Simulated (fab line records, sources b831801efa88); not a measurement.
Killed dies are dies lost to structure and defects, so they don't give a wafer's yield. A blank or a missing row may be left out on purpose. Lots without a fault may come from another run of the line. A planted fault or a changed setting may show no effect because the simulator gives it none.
One fault seen from 2 desks | flow sky130 | each desk has only its own numbers; what lay behind them comes last

THE TOOL OWNER'S DESK: pvd_sputter-02
The tool's own readings at SKY_LI_CONTACT_SPUTTER_19 (material Ti, target thk 20 nm, time 106.37 s): means of the sampled wafers that have a number, for each lot that ran on this tool. A lot is out of limits, marked OUT, if its mean lies more than 4 standard deviations from the usual mean; the brackets give that distance.
Columns: A = substrate_temp_c at SKY_LI_CONTACT_SPUTTER_19, usual 200.01 C; B = throttle_valve_pct at SKY_LI_CONTACT_SPUTTER_19, usual 29.9 %
lot  | first seen here | A      | B
L485 | day 30 11:42    | 199.94 | 29.2
L494 | day 33 14:41    | 199.99 | 29.6
L498 | day 34 13:43    | 199.99 | 28.9
L499 | day 35 00:25    | 200.02 | 28.4
This desk's finding: nothing out of limits on any of the 4 lots.

THE METROLOGY DESK
What the gauges read, lot by lot, whatever tool the lot ran on: means of the sampled wafers that have a number. A lot is out of limits, marked OUT, if its mean lies more than 4 standard deviations from the usual mean; the brackets give that distance.
Columns: A = cd_nm at SKY_LI_CONTACT_CD_MEAS_12, usual 169.9 nm; B = LI_CONTACT_OVL at SKY_LI_CONTACT_OVL_MEAS_13, usual 4 nm
lot  | first seen here | A     | B
L485 | day 30 11:06    | 170.4 | 11
L489 | day 31 22:14    | 169.9 | 5
L494 | day 33 14:07    | 170.8 | -2
L498 | day 34 13:10    | 168.2 | 4
L499 | day 34 23:50    | 169.5 | -1
L501 | day 35 10:16    | 169.9 | -5
L502 | day 36 01:38    | 171.6 | 6
This desk's finding: nothing out of limits on any of the 7 lots.

PUT TOGETHER
The tool owner's desk saw nothing out of limits.
The metrology desk saw nothing out of limits.

WHAT THE SIMULATOR HAD PUT IN
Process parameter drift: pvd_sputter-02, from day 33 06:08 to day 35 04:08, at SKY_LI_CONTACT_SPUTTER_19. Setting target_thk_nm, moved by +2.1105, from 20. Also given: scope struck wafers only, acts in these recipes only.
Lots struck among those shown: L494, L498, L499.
